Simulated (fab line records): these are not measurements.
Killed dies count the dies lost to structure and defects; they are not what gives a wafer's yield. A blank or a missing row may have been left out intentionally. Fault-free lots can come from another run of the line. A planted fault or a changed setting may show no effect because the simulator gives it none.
Comparing a struck lot with a sound one -- flow gf180mcu -- 20 steps out of a route of 602
Sound: the wafers L697.1, L697.4, L697.5. Wafers L709.2, L709.4, L709.5 were the ones struck. The cause is named last.
Per side, at each step with rows, come the tool, then ch with its chambers, and then its first start. Under that, the readings that differ: sound wafers -- struck wafers -- difference of the means -- sigmas: that difference in standard deviations of wafers without a fault.
alike: readings whose means differ by less than 2 such deviations, and words and numbers that are the same on both sides. not compared: withheld readings, readings that some wafer has no value for, bounds like >300 that may hide the same value, and numbers for which the record gives no deviation and whose values overlap.
A row with sigmas, a row that says differs or no value, or rows on one side alone: a step with any of these is where the two part. When numbers do not overlap yet have no deviation, they are printed without sigmas and do not part them. A reading missing from all wafers of one side parts the sides only when that side holds two or more wafers.

first, 6 steps without rows for these wafers: GF_M4_HMDS_08 (prime time 60 s); GF_M4_COAT_09 (resist thk 1000 nm); GF_M4_SOFTBAKE_10 (time 60 s); GF_M4_EXPOSE_11 (exposes mask Metal4, target cd 280 nm); GF_M4_PEB_12 (peb time 90 s); GF_M4_DEVELOP_13 (develop time 60 s).
GF_M4_CD_MEAS_14: target cd 280 nm.
  sound on cd_sem-01 at day 23 06:13; struck on cd_sem-01 at day 27 14:37
  alike: cd_nm
GF_M4_OVL_MEAS_15:
  sound on overlay-02 at day 23 06:20; struck on overlay-01 at day 27 14:44
  alike: M4_OVL
GF_M4_METAL_ETCH_16: etches the open film in Cl2/BCl3, stops on SiO2, target depth 750.8 nm, time 125.1 s.
  sound on rie_metal-02 ch 0,1, day 23 06:22; struck on rie_metal-04 ch 1, day 27 14:46
reading,sound,struck,difference,sigmas
bias_w (W),139.7 139.2 139.1,140.4 139.9 140.7,+1.0,+2
  alike: drypump_motor_current_A, oes_product_au, throttle_valve_pct
  not compared: rf_hours_counter_h
GF_M4_STRIP_17: strips in O2/N2.
  sound on plasma_asher-04 ch 0, day 23 06:29; struck on plasma_asher-02 ch 0,1, day 27 14:53
reading,sound,struck,difference,sigmas
drypump_motor_current_A (A),6.0 6.0 6.0,5.6 5.3 5.3,-0.6,-2
  alike: heater_power_w, oes_product_au, strip_time_to_endpoint_s
  not compared: rf_hours_counter_h
then, 2 steps without rows for these wafers: GF_M4_STRIP_18 (strips in post etch residue remover, time 1200 s); GF_M4_CLEAN_19 (cleans in DIW).
GF_V4_CVD_00: deposits SiO2, target thk 600 nm, time 100 s.
  sound on hdpcvd-02 ch 0,2, day 23 07:01; struck on hdpcvd-01 ch 0,2, day 27 15:40
GF_V4_THK_MEAS_01:
  sound on film_metro-02 at day 23 07:06; struck on film_metro-01 at day 27 15:44
reading,sound,struck,difference,sigmas
V4_CVD_00_THK (nm),586 592 593,1224 1218 1198,+623,+74
GF_V4_CVD_02: deposits SiO2 from TEOS, target thk 850 nm, time 94.851 s.
  sound on pecvd-02 ch 0,1, day 23 07:10; struck on pecvd-01 ch 1,2, day 27 15:47
  alike: heater_power_w
GF_V4_THK_MEAS_03:
  sound on film_metro-04 at day 23 07:14; struck on film_metro-02 at day 27 15:52
  alike: V4_CVD_02_THK
GF_V4_CMP_04: polishes SiO2.
  sound on cmp-02 ch 1,3, day 23 07:20; struck on cmp-02 ch 2,3, day 27 15:55
  alike: edge_zone_pressure_frac, motor_current_A, slurry_flow_ml_min, time_to_endpoint_s
GF_V4_BOW_MEAS_05:
  sound on film_metro-02 at day 23 07:35; struck on film_metro-04 at day 27 16:14
reading,sound,struck,difference,sigmas
V4_BOW (um),127 120 119,186 173 180,+58,+6
then, 1 step without rows for these wafers: GF_V4_DEHYDRATE_06 (time 60 s).
-- the record jumps here: 5 days lie between the struck wafers' starts before and after (it left off in module V4 and takes up again in module PASSIVATION, whose first step shown is number 602 of the route) --
GF_PASSIVATION_PROBE_99:
  record: rows for the struck wafers here (prober-01, day 32 15:41), none for the sound ones

WHERE THEY PART
First at GF_M4_METAL_ETCH_16; last, within this record, at GF_PASSIVATION_PROBE_99.

WHY: the cause the simulator had injected
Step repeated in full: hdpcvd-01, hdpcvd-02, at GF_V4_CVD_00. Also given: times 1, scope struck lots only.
